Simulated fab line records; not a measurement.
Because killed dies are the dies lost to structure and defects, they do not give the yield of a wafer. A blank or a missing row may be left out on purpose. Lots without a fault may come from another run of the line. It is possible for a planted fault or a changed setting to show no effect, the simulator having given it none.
Matching of chambers | flow gf180mcu | 3 sister chambers for GF_V2_CVD_02 on pecvd-02
The step deposits SiO2 from TEOS, target thk 850 nm, time 94.851 s. 6 wafers are shown with their chamber, then 8 later ones without.

## WAFERS WITH THEIR CHAMBER
wafer  | chamber | susceptor_temp_C (C) | heater_power_w (W)
L077.5 | 0       | 400.11               | 610
L078.5 | 2       | 400.39               | 741
L082.1 | 0       | 399.83               | 637
L082.2 | 1       | 399.96               | 610
L082.3 | 2       | 400.19               | 642
L087.2 | 1       | 399.83               | 641

## WAFERS WHOSE CHAMBER IS MISSING
wafer  | susceptor_temp_C (C) | heater_power_w (W)
L087.5 | 400.10               | 671
L087.6 | 400.03               | 587
L094.2 | 399.96               | 655
L094.3 | 400.04               | 710
L094.5 | 399.95               | 565
L097.2 | 400.25               | 716
L097.3 | 400.13               | 726
L097.5 | 399.77               | 498

## WHICH CHAMBER EACH ONE RAN IN
wafer  | from the rows above          | in truth
L087.5 | can't be placed: 2 or 0 or 1 | 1
L087.6 | can't be placed: 0 or 1      | 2
L094.2 | can't be placed: 0 or 1 or 2 | 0
L094.3 | can't be placed: 2 or 0 or 1 | 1
L094.5 | can't be placed: 0 or 1      | 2
L097.2 | 2                            | 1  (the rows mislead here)
L097.3 | can't be placed: 2 or 0 or 1 | 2
L097.5 | can't be placed: 1 or 0      | 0
Placed correctly: 0 of 8. From these rows, 7 cannot be placed; in 5 the true chamber is one of the candidates. Wrongly placed: 1.
How it was worked out, from the rows above alone: a wafer's distance from a chamber is the root of the sum, over the readings, of the square of ((its reading less the chamber's mean) divided by the reading's scatter). If the next closest chamber is less than 2 further off than the closest, the wafer can't be placed; otherwise it belongs to the closest. Each chamber's mean is taken over the wafers shown for it. The scatter: take each reading less its chamber's mean, square it, sum over the shown wafers, divide by the number of wafers less the number of chambers, and take the root.
